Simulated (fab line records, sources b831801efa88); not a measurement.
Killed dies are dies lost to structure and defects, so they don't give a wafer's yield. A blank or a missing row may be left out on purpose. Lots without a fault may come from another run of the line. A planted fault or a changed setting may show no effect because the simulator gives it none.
Problem report in the 8D (eight disciplines) form, filled by code | flow sky130 | the parts of the form that need people (team, actions taken, sign-off) are left out

1. THE PROBLEM
developer_temp_C at SKY_CONTACT_DEVELOP_13 reads a mean of 20.11 C on 6 wafers of 2 lots; wafers without a fault read 20.97 C with a standard deviation of 0.11. That is -7.8 standard deviations from the usual mean.
The step: develop time 60 s.
First seen on wafer L415.1, day 35 13:00, on litho_track-01. The record holds 39 wafers of 13 lots with a number at this step. Rule for "out", or "out of limits": more than 4 standard deviations from the usual mean. The other wafers with a number count as sound.

2. WHAT IT IS AND WHAT IT IS NOT
question                    | is                     | is not
which readings at this step | developer_temp_C       | exhaust_pa
which lots                  | L414, L415             | L403, L404, L405, L416, L417, L418, L419, L420, L422, L425, L426
which wafers of those lots  | all that have a number | -
read on which tools         | litho_track-01         | litho_track-02, litho_track-04
when                        | from day 35 13:00      | up to then (9 sound wafers); but 24 sound wafers of L416, L417, L418, L419, L420, L422, L425, L426 came after

3. SUSPECTS, AND WHAT RULES EACH OUT
Counting: a tool at a process step up to the reading stays a suspect if it ran every lot that is out and no sound lot after the first of them.
- litho_track-01 at SKY_CONTACT_DEVELOP_13 (develop time 60 s): kept. It ran every lot that is out, first L415 (day 35 13:00), and no sound lot after that; its last sound lot up to then is L405 (day 32 03:00). Its own readings are out on those wafers: developer_temp_C.
Left after counting: litho_track-01 at SKY_CONTACT_DEVELOP_13.

4. THE CAUSE (what the simulator had put in)
Process parameter drift: litho_track-01, from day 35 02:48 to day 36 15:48, at SKY_CONTACT_DEVELOP_13. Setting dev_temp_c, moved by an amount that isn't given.
Counting left only this tool.

5. THE CHAIN OF EFFECTS, in route order
Each row: a reading whose mean over the struck wafers that have a number lies more than 3 standard deviations from the usual. Only readings for which the record gives a usual standard deviation are gone through. hours: the time from each lot's start at the first step in this table that gives one to its start at this step, as a median over the lots. sigmas: the change in usual standard deviations.
hours | step                   | reading          | usual   | on struck wafers | change | sigmas
0     | SKY_CONTACT_DEVELOP_13 | developer_temp_C | 20.97 C | 20.11            | -0.86  | -7.8
The process steps in it:
- SKY_CONTACT_DEVELOP_13: develop time 60 s.

6. WHAT WOULD HAVE CAUGHT IT SOONER
In this record the first reading out of limits was taken at day 35 13:00, 10 hours after the fault began at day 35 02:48.
